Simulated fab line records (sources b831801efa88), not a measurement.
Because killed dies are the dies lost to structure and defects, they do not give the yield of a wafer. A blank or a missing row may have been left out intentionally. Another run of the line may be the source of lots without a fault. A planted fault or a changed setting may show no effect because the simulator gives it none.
The tool behind it: which one? + flow gf180mcu + 24 lots with 72 wafers sampled at 6 steps, on a route of 602 steps

== WHAT THE GAUGES SHOWED, per wafer ==
GF_POLY_GATE_CD_MEAS_18. Usual: cd-nm reads 279.3 nm (standard deviation 2.1).
| lot  | measured     | on        | cd-nm (nm)        | flag |
|------|--------------|-----------|-------------------|------|
| L074 | day 9 06:47  | cd-sem-01 | 276.4 282.3 279.8 |      |
| L075 | day 9 09:23  | cd-sem-01 | 279.6 280.0 279.9 |      |
| L076 | day 9 16:46  | cd-sem-02 | 278.7 276.0 278.5 |      |
| L077 | day 9 23:08  | cd-sem-01 | 278.9 282.7 280.3 |      |
| L078 | day 10 07:44 | cd-sem-01 | 278.1 278.6 279.2 |      |
| L079 | day 10 19:07 | cd-sem-01 | 280.6 282.8 280.5 |      |
| L080 | day 11 00:47 | cd-sem-01 | 278.0 280.4 278.7 |      |
| L081 | day 11 10:43 | cd-sem-02 | 279.7 279.2 277.7 |      |
| L082 | day 11 16:31 | cd-sem-01 | 280.8 280.6 281.4 |      |
| L083 | day 11 20:35 | cd-sem-01 | 279.9 279.8 281.4 |      |
| L084 | day 12 08:52 | cd-sem-02 | 282.7 278.3 281.4 |      |
| L085 | day 12 22:49 | cd-sem-02 | 282.1 280.4 281.2 |      |
| L086 | day 13 09:28 | cd-sem-01 | 280.3 281.1 278.9 |      |
| L087 | day 13 11:34 | cd-sem-01 | 275.5 278.8 277.8 |      |
| L088 | day 13 15:49 | cd-sem-02 | 280.0 279.1 277.0 |      |
| L089 | day 14 01:41 | cd-sem-02 | 282.6 282.5 284.5 |      |
| L090 | day 14 05:49 | cd-sem-02 | 278.7 277.3 279.5 |      |
| L091 | day 14 17:34 | cd-sem-02 | 277.8 277.6 278.2 |      |
| L092 | day 14 20:54 | cd-sem-02 | 274.4 274.2 273.7 |      |
| L093 | day 14 21:40 | cd-sem-01 | 278.3 276.9 279.7 |      |
| L094 | day 15 05:04 | cd-sem-02 | 275.9 275.7 276.2 |      |
| L095 | day 15 10:04 | cd-sem-02 | 278.4 277.9 277.2 |      |
| L096 | day 15 19:32 | cd-sem-02 | 278.7 278.9 277.9 |      |
| L097 | day 16 02:49 | cd-sem-01 | 281.6 281.5 280.2 |      |

GF_M4_CD_MEAS_14: the cd target is 280 nm. Usual: cd-nm reads 280.1 nm (standard deviation 0.97).
| lot  | measured     | on        | cd-nm (nm)        | flag |
|------|--------------|-----------|-------------------|------|
| L074 | day 23 08:06 | cd-sem-01 | 280.3 280.4 282.0 |      |
| L075 | day 23 11:55 | cd-sem-01 | 280.6 281.0 281.6 |      |
| L076 | day 23 23:48 | cd-sem-02 | 281.2 280.6 280.6 |      |
| L077 | day 24 06:50 | cd-sem-01 | 279.5 279.5 279.2 |      |
| L078 | day 24 16:55 | cd-sem-01 | 279.9 279.7 279.8 |      |
| L079 | day 25 08:50 | cd-sem-02 | 280.7 280.5 280.4 |      |
| L080 | day 25 15:40 | cd-sem-02 | 279.2 281.0 281.0 |      |
| L081 | day 25 23:55 | cd-sem-01 | 279.8 278.7 279.2 |      |
| L082 | day 26 05:55 | cd-sem-01 | 277.4 277.5 279.6 |      |
| L083 | day 26 10:52 | cd-sem-02 | 279.6 279.9 280.0 |      |
| L084 | day 26 23:00 | cd-sem-01 | 280.3 281.5 281.1 |      |
| L085 | day 27 13:24 | cd-sem-01 | 280.0 279.6 281.4 |      |
| L086 | day 28 01:16 | cd-sem-01 | 281.2 280.9 280.1 |      |
| L087 | day 28 04:20 | cd-sem-01 | 278.9 280.3 278.8 |      |
| L088 | day 28 06:43 | cd-sem-01 | 279.3 280.4 280.3 |      |
| L089 | day 28 16:35 | cd-sem-01 | 280.1 280.8 280.7 |      |
| L090 | day 28 18:27 | cd-sem-02 | 280.3 279.2 278.5 |      |
| L091 | day 29 05:05 | cd-sem-01 | 279.3 279.8 279.4 |      |
| L092 | day 29 09:00 | cd-sem-02 | 280.3 281.4 279.9 |      |
| L093 | day 29 11:32 | cd-sem-01 | 280.9 281.9 280.6 |      |
| L094 | day 29 17:09 | cd-sem-02 | 278.9 279.2 279.2 |      |
| L095 | day 29 21:22 | cd-sem-01 | 279.7 279.2 279.0 |      |
| L096 | day 30 05:50 | cd-sem-01 | 281.0 281.8 280.9 |      |
| L097 | day 30 10:17 | cd-sem-02 | 279.5 279.9 280.6 |      |

GF_PASSIVATION_BOW_MEAS_14. Usual: for PASSIVATION_BOW the level is 138 um and the standard deviation is 9.7.
| lot  | measured     | on            | PASSIVATION_BOW (um) | flag |
|------|--------------|---------------|----------------------|------|
| L074 | day 28 23:46 | film-metro-04 | 124 146 137          |      |
| L075 | day 29 02:10 | film-metro-01 | 127 135 125          |      |
| L076 | day 29 12:01 | film-metro-01 | 138 144 140          |      |
| L077 | day 29 17:44 | film-metro-04 | 132 143 141          |      |
| L078 | day 30 03:35 | film-metro-03 | 132 133 152          |      |
| L079 | day 30 17:34 | film-metro-01 | 146 130 145          |      |
| L080 | day 31 00:29 | film-metro-04 | 134 142 135          |      |
| L081 | day 31 04:28 | film-metro-03 | 134 154 149          |      |
| L082 | day 31 11:21 | film-metro-01 | 123 127 129          |      |
| L083 | day 31 14:14 | film-metro-01 | 151 129 147          |      |
| L084 | day 32 01:52 | film-metro-03 | 129 141 139          |      |
| L085 | day 32 12:04 | film-metro-04 | 146 145 158          |      |
| L086 | day 32 23:33 | film-metro-03 | 141 159 140          |      |
| L087 | day 33 02:13 | film-metro-04 | 112 122 119          |      |
| L088 | day 33 03:47 | film-metro-01 | 148 135 139          |      |
| L089 | day 33 11:20 | film-metro-01 | 126 131 131          |      |
| L090 | day 33 13:35 | film-metro-01 | 129 130 152          |      |
| L091 | day 33 21:43 | film-metro-04 | 156 148 142          |      |
| L092 | day 34 01:01 | film-metro-01 | 124 116 128          |      |
| L093 | day 34 02:34 | film-metro-03 | 131 141 134          |      |
| L094 | day 34 07:58 | film-metro-01 | 140 147 142          |      |
| L095 | day 34 10:56 | film-metro-03 | 142 153 144          |      |
| L096 | day 34 17:31 | film-metro-04 | 146 142 156          |      |
| L097 | day 34 21:40 | film-metro-03 | 126 127 133          |      |

== TOOL THAT RAN EACH LOT (tool first, then ch and the chambers of the sampled wafers, then the start) ==
| lot  | GF_PSD_RTA_13                    | GF_CONTACT_CVD_24             | GF_V5_SPUTTER_21             |
|------|----------------------------------|-------------------------------|------------------------------|
| L074 | rtp-anneal-02 ch 0, day 14 05:10 | cvd-w-02 ch 0,1, day 16 02:43 | pvd-sputter-01, day 27 03:50 |
| L075 | rtp-anneal-01 ch 0, day 14 09:11 | cvd-w-02 ch 0,1, day 16 06:22 | pvd-sputter-03, day 27 07:09 |
| L076 | rtp-anneal-01 ch 0, day 14 18:19 | cvd-w-01 ch 0, day 16 17:06   | pvd-sputter-03, day 27 17:56 |
| L077 | rtp-anneal-01 ch 0, day 15 03:01 | cvd-w-02 ch 0,1, day 17 00:09 | pvd-sputter-01, day 27 22:47 |
| L078 | rtp-anneal-01 ch 0, day 15 12:35 | cvd-w-02 ch 0,1, day 17 12:33 | pvd-sputter-01, day 28 09:09 |
| L079 | rtp-anneal-01 ch 0, day 16 03:51 | cvd-w-01 ch 0,1, day 18 04:09 | pvd-sputter-01, day 29 00:48 |
| L080 | rtp-anneal-02 ch 0, day 16 09:59 | cvd-w-01 ch 0,1, day 18 11:00 | pvd-sputter-03, day 29 07:14 |
| L081 | rtp-anneal-01 ch 0, day 16 20:41 | cvd-w-02 ch 0,1, day 18 22:58 | pvd-sputter-03, day 29 12:41 |
| L082 | rtp-anneal-02 ch 0, day 17 02:15 | cvd-w-02 ch 0,1, day 19 03:44 | pvd-sputter-03, day 29 18:41 |
| L083 | rtp-anneal-02 ch 0, day 17 08:00 | cvd-w-01 ch 0,1, day 19 10:47 | pvd-sputter-03, day 29 22:32 |
| L084 | rtp-anneal-01 ch 0, day 17 23:00 | cvd-w-02 ch 0,1, day 20 01:31 | pvd-sputter-01, day 30 10:05 |
| L085 | rtp-anneal-01 ch 0, day 18 15:52 | cvd-w-02 ch 0,1, day 20 17:58 | pvd-sputter-01, day 30 22:23 |
| L086 | rtp-anneal-02 ch 0, day 19 04:20 | cvd-w-02 ch 0,1, day 21 06:37 | pvd-sputter-03, day 31 10:38 |
| L087 | rtp-anneal-02 ch 0, day 19 07:24 | cvd-w-01 ch 0,1, day 21 10:23 | pvd-sputter-01, day 31 12:11 |
| L088 | rtp-anneal-01 ch 0, day 19 12:28 | cvd-w-01 ch 0,1, day 21 14:01 | pvd-sputter-02, day 31 14:20 |
| L089 | rtp-anneal-02 ch 0, day 19 23:06 | cvd-w-01 ch 0,1, day 22 00:27 | pvd-sputter-02, day 31 23:15 |
| L090 | rtp-anneal-01 ch 0, day 20 02:52 | cvd-w-02 ch 0,1, day 22 04:33 | pvd-sputter-02, day 32 01:20 |
| L091 | rtp-anneal-01 ch 0, day 20 15:29 | cvd-w-01 ch 0,1, day 22 16:20 | pvd-sputter-03, day 32 09:59 |
| L092 | rtp-anneal-01 ch 0, day 20 19:51 | cvd-w-01 ch 0,1, day 22 21:00 | pvd-sputter-03, day 32 13:45 |
| L093 | rtp-anneal-02 ch 0, day 20 20:11 | cvd-w-01 ch 0,1, day 22 21:26 | pvd-sputter-01, day 32 15:16 |
| L094 | rtp-anneal-01 ch 0, day 21 05:04 | cvd-w-02 ch 0,1, day 23 06:52 | pvd-sputter-01, day 32 20:50 |
| L095 | rtp-anneal-02 ch 0, day 21 10:47 | cvd-w-02 ch 0,1, day 23 11:07 | pvd-sputter-02, day 33 01:02 |
| L096 | rtp-anneal-02 ch 0, day 21 21:06 | cvd-w-01 ch 0,1, day 23 21:40 | pvd-sputter-03, day 33 07:52 |
| L097 | rtp-anneal-02 ch 0, day 22 02:24 | cvd-w-02 ch 0,1, day 24 03:15 | pvd-sputter-02, day 33 12:15 |
- GF_PSD_RTA_13: time 20 s.
- GF_CONTACT_CVD_24: deposits W, target thk 300 nm, time 90.339 s.
- GF_V5_SPUTTER_21: material Ti, target thk 15 nm, time 80.02 s.

== AS READ BY THE TOOLS THEMSELVES (means over the sampled wafers that have a number; for cases with no such wafer, the mark the record gives instead) ==
GF_PSD_RTA_13. Usual: lamp-power-pct 32.5 %, standard deviation 1.5; wafer_temp_C_max 1030.0, standard deviation 1.8.
| lot  | tool          | lamp-power-pct (%) | wafer_temp_C_max | flag |
|------|---------------|--------------------|------------------|------|
| L074 | rtp-anneal-02 | 30.9               | 1027.5           |      |
| L075 | rtp-anneal-01 | 33.9               | 1032.1           |      |
| L076 | rtp-anneal-01 | 33.9               | 1031.6           |      |
| L077 | rtp-anneal-01 | 34.0               | 1032.5           |      |
| L078 | rtp-anneal-01 | 33.9               | 1032.0           |      |
| L079 | rtp-anneal-01 | 33.9               | 1032.2           |      |
| L080 | rtp-anneal-02 | 30.9               | 1028.2           |      |
| L081 | rtp-anneal-01 | 33.9               | 1030.7           |      |
| L082 | rtp-anneal-02 | 30.8               | 1028.8           |      |
| L083 | rtp-anneal-02 | 30.8               | 1029.0           |      |
| L084 | rtp-anneal-01 | 33.9               | 1030.8           |      |
| L085 | rtp-anneal-01 | 34.0               | 1030.7           |      |
| L086 | rtp-anneal-02 | 30.8               | 1028.6           |      |
| L087 | rtp-anneal-02 | 30.9               | 1029.0           |      |
| L088 | rtp-anneal-01 | 33.9               | 1030.7           |      |
| L089 | rtp-anneal-02 | 30.8               | 1027.7           |      |
| L090 | rtp-anneal-01 | 33.9               | 1032.2           |      |
| L091 | rtp-anneal-01 | 33.9               | 1031.4           |      |
| L092 | rtp-anneal-01 | 33.9               | 1032.8           |      |
| L093 | rtp-anneal-02 | 30.8               | 1028.7           |      |
| L094 | rtp-anneal-01 | 33.9               | 1032.3           |      |
| L095 | rtp-anneal-02 | 30.8               | 1028.0           |      |
| L096 | rtp-anneal-02 | 30.8               | 1028.0           |      |
| L097 | rtp-anneal-02 | 30.8               | 1029.0           |      |

GF_CONTACT_CVD_24. Usual: heater-power-w reads 845 W (standard deviation 47).
| lot  | tool     | heater-power-w (W) | flag |
|------|----------|--------------------|------|
| L074 | cvd-w-02 | 834                |      |
| L075 | cvd-w-02 | 809                |      |
| L076 | cvd-w-01 | 905                |      |
| L077 | cvd-w-02 | 826                |      |
| L078 | cvd-w-02 | 808                |      |
| L079 | cvd-w-01 | 883                |      |
| L080 | cvd-w-01 | 871                |      |
| L081 | cvd-w-02 | 845                |      |
| L082 | cvd-w-02 | 801                |      |
| L083 | cvd-w-01 | 871                |      |
| L084 | cvd-w-02 | 837                |      |
| L085 | cvd-w-02 | 811                |      |
| L086 | cvd-w-02 | 813                |      |
| L087 | cvd-w-01 | 882                |      |
| L088 | cvd-w-01 | 870                |      |
| L089 | cvd-w-01 | 886                |      |
| L090 | cvd-w-02 | 800                |      |
| L091 | cvd-w-01 | 875                |      |
| L092 | cvd-w-01 | 878                |      |
| L093 | cvd-w-01 | 862                |      |
| L094 | cvd-w-02 | 842                |      |
| L095 | cvd-w-02 | 810                |      |
| L096 | cvd-w-01 | 875                |      |
| L097 | cvd-w-02 | 824                |      |

GF_V5_SPUTTER_21. Usual: throttle-valve-pct reads 30.0 % (standard deviation 1.3).
| lot  | tool           | throttle-valve-pct (%) | flag |
|------|----------------|------------------------|------|
| L074 | pvd-sputter-01 | 29.7                   |      |
| L075 | pvd-sputter-03 | 29.4                   |      |
| L076 | pvd-sputter-03 | 30.7                   |      |
| L077 | pvd-sputter-01 | 29.1                   |      |
| L078 | pvd-sputter-01 | 29.7                   |      |
| L079 | pvd-sputter-01 | 29.5                   |      |
| L080 | pvd-sputter-03 | 30.4                   |      |
| L081 | pvd-sputter-03 | 30.4                   |      |
| L082 | pvd-sputter-03 | 30.3                   |      |
| L083 | pvd-sputter-03 | 29.5                   |      |
| L084 | pvd-sputter-01 | 30.0                   |      |
| L085 | pvd-sputter-01 | 30.2                   |      |
| L086 | pvd-sputter-03 | 30.5                   |      |
| L087 | pvd-sputter-01 | 29.9                   |      |
| L088 | pvd-sputter-02 | 30.0                   |      |
| L089 | pvd-sputter-02 | 30.4                   |      |
| L090 | pvd-sputter-02 | 29.2                   |      |
| L091 | pvd-sputter-03 | 29.4                   |      |
| L092 | pvd-sputter-03 | 30.5                   |      |
| L093 | pvd-sputter-01 | 31.2                   |      |
| L094 | pvd-sputter-01 | 30.1                   |      |
| L095 | pvd-sputter-02 | 31.0                   |      |
| L096 | pvd-sputter-03 | 30.0                   |      |
| L097 | pvd-sputter-02 | 31.0                   |      |

== THE ANSWER, worked out from the rows above alone ==
Rule: a lot is off if the mean of its wafers that have a number lies more than 3 standard deviations from the usual mean. Also off: a lot with no number at a reading for which 4 or more lots have one. The other lots that the step has rows for count as sound. After the gauges, taken in route order, come the tools' own readings; for these a lot's mean is taken, as printed above. At the first step where some lot is off, the reading lying furthest off is the one used; lots without a number count as furthest.
No lot is off at any reading shown: from this, nothing can be told.

== WHAT HAD BEEN PUT IN BY THE SIMULATOR ==
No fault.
